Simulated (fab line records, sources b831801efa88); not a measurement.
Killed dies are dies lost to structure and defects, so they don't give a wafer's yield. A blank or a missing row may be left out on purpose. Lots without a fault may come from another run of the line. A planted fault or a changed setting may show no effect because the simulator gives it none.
Chamber matching | flow sky130 | SKY_METAL3_ETCH_17 on rie_diel-04: 4 sister chambers
The step etches SiO2 in C4F8/O2/Ar, stops on TiN, time 3.9 s, target depth 15 nm. 14 wafers are shown with their chamber, then 7 later ones without.

WAFERS WITH THEIR CHAMBER
wafer  | chamber | oes_product_au (a.u.)
L074.2 | 0       | 0.745
L074.3 | 3       | 0.733
L074.4 | 2       | 0.751
L077.1 | 1       | 0.745
L077.4 | 0       | 0.754
L077.6 | 1       | 0.770
L081.2 | 3       | 0.746
L081.5 | 3       | 0.752
L081.6 | 0       | 0.754
L088.1 | 1       | 0.746
L088.3 | 3       | 0.743
L088.6 | 0       | 0.759
L087.1 | 1       | 0.751
L087.2 | 2       | 0.746

SIGNATURES (means of the wafers above)
reading        | chamber 0 | chamber 1 | chamber 2 | chamber 3 | scatter within a chamber
oes_product_au | 0.75300   | 0.75300   | 0.74850   | 0.74350   | 0.00842
Rule: a wafer's distance from a chamber is the root of the sum, over the readings, of the square of ((its reading less the chamber's mean) divided by the reading's scatter). The wafer belongs to the nearest chamber; if the next one is less than 2 further off, it can't be placed. The scatter: the root of (the sum of the squares of (reading less its chamber's mean) over the shown wafers, divided by (wafers less chambers)).

WAFERS WITHOUT THEIR CHAMBER
wafer  | oes_product_au (a.u.)
L087.3 | 0.765
L087.4 | 0.756
L087.5 | 0.763
L087.6 | 0.760
L095.1 | 0.745
L095.5 | 0.756
L095.6 | 0.761

WHICH CHAMBER EACH WENT THROUGH
wafer  | from the rows above               | in truth
L087.3 | can't be placed: 0 or 1 or 2 or 3 | 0
L087.4 | can't be placed: 0 or 1 or 2 or 3 | 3
L087.5 | can't be placed: 0 or 1 or 2 or 3 | 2
L087.6 | can't be placed: 0 or 1 or 2 or 3 | 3
L095.1 | can't be placed: 3 or 2 or 0 or 1 | 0
L095.5 | can't be placed: 0 or 1 or 2 or 3 | 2
L095.6 | can't be placed: 0 or 1 or 2 or 3 | 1
Placed correctly: 0 of 7. Can't be placed from these rows: 7 (the true chamber is among the candidates in 7). Placed wrongly: 0.
